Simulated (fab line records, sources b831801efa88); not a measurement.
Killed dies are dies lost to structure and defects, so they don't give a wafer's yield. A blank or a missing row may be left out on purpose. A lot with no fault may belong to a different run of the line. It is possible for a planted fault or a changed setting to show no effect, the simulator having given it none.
What tool caused it? -- flow sky130 -- Sampling: 10 lots, 30 wafers, 5 of 708 route steps

== WHAT THE GAUGES READ, wafer by wafer ==
SKY_CAPM_RS_MEAS_03: measurement is done with a four-point probe.
lot,measured,on,CAPM_TIN_RS (ohm/sq)
L559,day 36 12:53,film metro-03,6.76 6.93 6.85
L561,day 37 11:05,film metro-04,6.84 6.84 6.86
L564,day 38 06:52,film metro-04,6.90 6.92 6.97
L565,day 39 08:10,film metro-03,6.87 5.51 6.85
L566,day 39 08:28,film metro-03,6.87 5.53 6.89
L575,day 41 13:50,film metro-03,6.76 6.78 6.79
L577,day 42 05:28,film metro-04,6.79 6.85 6.81
L578,day 42 07:47,film metro-04,6.97 6.90 6.89
L580,day 42 18:06,film metro-04,6.76 6.92 6.80
L581,day 43 04:40,film metro-03,6.66 6.83 6.85

SKY_CAPM_THK_MEAS_04: measures by xrf.
lot,measured,on,CAPM_TIN_THK (nm)
L559,day 36 13:01,film metro-03,205.2 200.4 201.6
L561,day 37 11:12,film metro-04,201.3 201.8 199.8
L564,day 38 06:58,film metro-04,199.6 199.3 197.1
L565,day 39 08:16,film metro-03,201.4 250.1 201.9
L566,day 39 08:34,film metro-03,201.0 250.7 201.1
L575,day 41 13:57,film metro-03,205.1 205.3 204.9
L577,day 42 05:35,film metro-04,202.8 201.7 202.5
L578,day 42 07:54,film metro-04,198.0 200.1 200.6
L580,day 42 18:12,film metro-04,204.4 199.8 203.1
L581,day 43 04:46,film metro-03,207.4 202.7 202.4

== WHICH TOOL RAN EACH LOT (tool, then ch and the chambers of the sampled wafers, then the start) ==
lot,SKY_VIA2_SPUTTER_20,SKY_METAL3_SPUTTER_04,SKY_CAPM_SPUTTER_02
L559,"pvd sputter-04, day 36 11:44","pvd sputter-01, day 36 12:39","pvd sputter-04, day 36 12:47"
L561,"pvd sputter-04, day 37 10:04","pvd sputter-03, day 37 10:50","pvd sputter-04, day 37 10:58"
L564,"pvd sputter-04, day 38 05:49","pvd sputter-03, day 38 06:35","pvd sputter-01, day 38 06:43"
L565,"pvd sputter-01, day 39 07:06","pvd sputter-02, day 39 07:53","pvd sputter-04, day 39 08:01"
L566,"pvd sputter-04, day 39 07:25","pvd sputter-01, day 39 08:11","pvd sputter-04, day 39 08:19"
L575,"pvd sputter-03, day 41 12:49","pvd sputter-01, day 41 13:35","pvd sputter-04, day 41 13:43"
L577,"pvd sputter-01, day 42 04:27","pvd sputter-02, day 42 05:13","pvd sputter-04, day 42 05:21"
L578,"pvd sputter-04, day 42 06:46","pvd sputter-01, day 42 07:32","pvd sputter-04, day 42 07:40"
L580,"pvd sputter-04, day 42 17:02","pvd sputter-01, day 42 17:49","pvd sputter-04, day 42 17:57"
L581,"pvd sputter-04, day 43 03:37","pvd sputter-01, day 43 04:24","pvd sputter-02, day 43 04:32"
- SKY_VIA2_SPUTTER_20: material TiN, target thk 20 nm, time 80 s.
- SKY_METAL3_SPUTTER_04: material TiN, target thk 70 nm, time 58.3 s.
- SKY_CAPM_SPUTTER_02: material TiN, target thk 200 nm, time 166.7 s.

== WHAT THE TOOLS THEMSELVES READ (means of the sampled wafers that have a number; where no wafer has one, the mark that the record gives instead) ==
SKY_VIA2_SPUTTER_20.
lot,tool,throttle valve pct (%)
L559,pvd sputter-04,30.0
L561,pvd sputter-04,30.0
L564,pvd sputter-04,29.9
L565,pvd sputter-01,29.8
L566,pvd sputter-04,29.8
L575,pvd sputter-03,31.1
L577,pvd sputter-01,29.7
L578,pvd sputter-04,30.0
L580,pvd sputter-04,30.1
L581,pvd sputter-04,29.8

SKY_METAL3_SPUTTER_04.
lot,tool,throttle valve pct (%)
L559,pvd sputter-01,29.4
L561,pvd sputter-03,30.9
L564,pvd sputter-03,30.9
L565,pvd sputter-02,30.2
L566,pvd sputter-01,29.5
L575,pvd sputter-01,30.2
L577,pvd sputter-02,29.9
L578,pvd sputter-01,29.4
L580,pvd sputter-01,29.0
L581,pvd sputter-01,28.9

SKY_CAPM_SPUTTER_02.
lot,tool,throttle valve pct (%)
L559,pvd sputter-04,29.9
L561,pvd sputter-04,30.0
L564,pvd sputter-01,29.9
L565,pvd sputter-04,30.0
L566,pvd sputter-04,30.1
L575,pvd sputter-04,30.0
L577,pvd sputter-04,29.9
L578,pvd sputter-04,29.9
L580,pvd sputter-04,29.8
L581,pvd sputter-02,29.9

== THE ANSWER, worked out from the rows above alone ==
Rule: the usual values come from the lots themselves. The widest of any qualifying gaps counts: lots, ordered by their means at a reading, are off when they make up no more than a third of the lots, leave a main group of 4 or more, and stand apart from it by 3 or more times the standard deviation of that group's means. Not used: any main group whose means are identical at the precision the tables above print for the reading. A lot without any number at a reading at which 4 lots or more have one is off too. The other lots that the step has rows for count as sound. The gauges are gone through in route order, then the tools' own readings, and for those a lot's mean is taken as printed above. At the first step where some lot is off, the reading lying furthest off is the one used; lots without a number count as furthest.
Off: L565, L566, seen at SKY_CAPM_RS_MEAS_03 (CAPM_TIN_RS). Mean 6.84 ohm/sq and standard deviation 0.053 in the main group.
A tool fits if, at a process step before that reading, it ran every lot that is off, and no sound lot after the first of them. Those tools and the gauges at SKY_CAPM_RS_MEAS_03 are tried in the same way. Not one of the candidates tried fits.

== WHAT WAS PUT IN BY THE SIMULATOR ==
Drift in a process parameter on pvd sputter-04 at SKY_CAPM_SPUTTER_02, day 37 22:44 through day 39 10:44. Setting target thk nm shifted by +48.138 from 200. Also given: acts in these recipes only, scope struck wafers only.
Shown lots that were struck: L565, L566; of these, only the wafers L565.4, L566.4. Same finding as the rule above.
